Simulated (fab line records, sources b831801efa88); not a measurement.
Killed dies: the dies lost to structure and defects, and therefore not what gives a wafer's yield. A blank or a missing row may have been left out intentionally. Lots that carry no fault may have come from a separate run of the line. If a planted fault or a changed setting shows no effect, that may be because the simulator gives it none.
Which tool was responsible? ; flow gf180mcu ; 6 lots, 18 wafers sampled, at 2 steps of a route of 602

== WHAT EACH GAUGE READ, for each wafer ==
GF_CONTACT_RS_MEAS_25: measures by four-point-probe.
lot;measured;on;CONTACT_W_RS (ohm/sq)
L268;day 18 02:38;film-metro-02;0.389 0.379 0.389
L273;day 19 22:06;film-metro-04;0.375 0.383 0.377
L276;day 21 03:07;film-metro-01;0.384 0.373 0.373
L278;day 21 18:49;film-metro-04;0.431 0.446 0.439
L284;day 23 16:26;film-metro-01;0.387 0.388 0.382
L286;day 24 09:50;film-metro-02;0.388 0.391 0.392

== EACH LOT AND THE TOOL THAT RAN IT (in order: tool; ch and the chambers of the sampled wafers; start) ==
lot;GF_CONTACT_CVD_24
L268;cvd-w-01 ch 0,1, day 18 02:31
L273;cvd-w-02 ch 0,1, day 19 22:00
L276;cvd-w-02 ch 0,1, day 21 02:59
L278;cvd-w-02 ch 0,1, day 21 18:43
L284;cvd-w-01 ch 0,1, day 23 16:20
L286;cvd-w-01 ch 0,1, day 24 09:44
- GF_CONTACT_CVD_24: deposits W, target thk 300 nm, time 90.339 s.

== THE ANSWER, worked out from the rows above alone ==
Rule: the lots themselves supply what counts as usual. The widest of any qualifying gaps counts: lots, ordered by their means at a reading, are off when they make up no more than a third of the lots, leave a main group of 4 or more, and stand apart from it by 3 or more times the standard deviation of that group's means. A main group whose means are all the same, to the digits that the tables above print for the reading, isn't used. A lot without any number at a reading at which 4 lots or more have one is off too. All remaining lots with rows at the step are treated as sound.
Off: L278, at GF_CONTACT_RS_MEAS_25 (CONTACT_W_RS). For the main group the mean is 0.383 ohm/sq and the standard deviation 0.0051.
If a tool, at a process step before that reading, ran all the lots that are off and no sound lot after the first of them, it fits. The gauges at GF_CONTACT_RS_MEAS_25 are tried like those tools. This does not decide it: 2 tools fit, namely cvd-w-02 at GF_CONTACT_CVD_24 and film-metro-04 at GF_CONTACT_RS_MEAS_25.

== WHAT THE SIMULATOR HAD PUT IN ==
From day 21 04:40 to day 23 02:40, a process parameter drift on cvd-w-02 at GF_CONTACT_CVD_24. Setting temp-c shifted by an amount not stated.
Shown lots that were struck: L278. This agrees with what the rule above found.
